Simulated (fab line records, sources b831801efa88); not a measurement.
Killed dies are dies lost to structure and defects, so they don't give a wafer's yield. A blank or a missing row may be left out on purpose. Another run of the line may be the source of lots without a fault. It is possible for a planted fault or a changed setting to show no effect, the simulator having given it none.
Which tool did it? :: flow gf180mcu :: 21 wafers from 7 lots sampled at 3 of the route's 602 steps

WHAT THE GAUGES READ, wafer by wafer
GF_VT_IMPLANT_OVL_MEAS_18.
lot: L746
measured: day 6 11:10
on: overlay-01
VT_IMPLANT_01_OVL (nm): 0.3 2.3 -0.5

lot: L748
measured: day 7 04:01
on: overlay-01
VT_IMPLANT_01_OVL (nm): -1.4 -2.0 -2.7

lot: L750
measured: day 7 11:13
on: overlay-01
VT_IMPLANT_01_OVL (nm): 0.3 -1.1 1.0

lot: L755
measured: day 8 21:49
on: overlay-02
VT_IMPLANT_01_OVL (nm): -1.2 -3.7 -2.5

lot: L762
measured: day 10 17:34
on: overlay-02
VT_IMPLANT_01_OVL (nm): -2.7 -2.7 -2.3

lot: L766
measured: day 11 17:19
on: overlay-01
VT_IMPLANT_01_OVL (nm): -0.6 -0.4 0.0

lot: L768
measured: day 12 06:01
on: overlay-01
VT_IMPLANT_01_OVL (nm): 0.5 0.6 1.9

WHICH TOOL RAN EACH LOT (tool, then ch and the chambers of the sampled wafers, then the start)
lot: L746
GF_STI_STRIP_15: plasmaAsher-03 ch 0,1, day 2 06:17
GF_DNWELL_IMPLANT_07: implanter-02 ch 0, day 2 23:08

lot: L748
GF_STI_STRIP_15: plasmaAsher-03 ch 0,1, day 2 17:28
GF_DNWELL_IMPLANT_07: implanter-01 ch 0, day 3 12:22

lot: L750
GF_STI_STRIP_15: plasmaAsher-03 ch 0,1, day 3 02:46
GF_DNWELL_IMPLANT_07: implanter-02 ch 0, day 3 20:59

lot: L755
GF_STI_STRIP_15: plasmaAsher-01 ch 0,1, day 4 04:39
GF_DNWELL_IMPLANT_07: implanter-02 ch 0, day 4 22:14

lot: L762
GF_STI_STRIP_15: plasmaAsher-04 ch 0,1, day 5 17:42
GF_DNWELL_IMPLANT_07: implanter-03 ch 0, day 6 13:20

lot: L766
GF_STI_STRIP_15: plasmaAsher-03 ch 0,1, day 6 13:23
GF_DNWELL_IMPLANT_07: implanter-03 ch 0, day 7 09:57

lot: L768
GF_STI_STRIP_15: plasmaAsher-01 ch 0,1, day 6 23:56
GF_DNWELL_IMPLANT_07: implanter-01 ch 0, day 7 20:11
- GF_STI_STRIP_15: strips in O2/N2.
- GF_DNWELL_IMPLANT_07

THE ANSWER, worked out from the rows above alone
Rule: usual is defined by the lots themselves. The widest of any qualifying gaps counts: lots, ordered by their means at a reading, are off when they make up no more than a third of the lots, leave a main group of 4 or more, and stand apart from it by 3 or more times the standard deviation of that group's means. Not used: any main group whose means are identical at the precision the tables above print for the reading. A lot without any number at a reading at which 4 lots or more have one is off too. Any other lot the step has rows for is counted as sound.
No lot is off on any of the readings shown, so nothing can be concluded from this.

WHAT HAD BEEN PUT IN BY THE SIMULATOR
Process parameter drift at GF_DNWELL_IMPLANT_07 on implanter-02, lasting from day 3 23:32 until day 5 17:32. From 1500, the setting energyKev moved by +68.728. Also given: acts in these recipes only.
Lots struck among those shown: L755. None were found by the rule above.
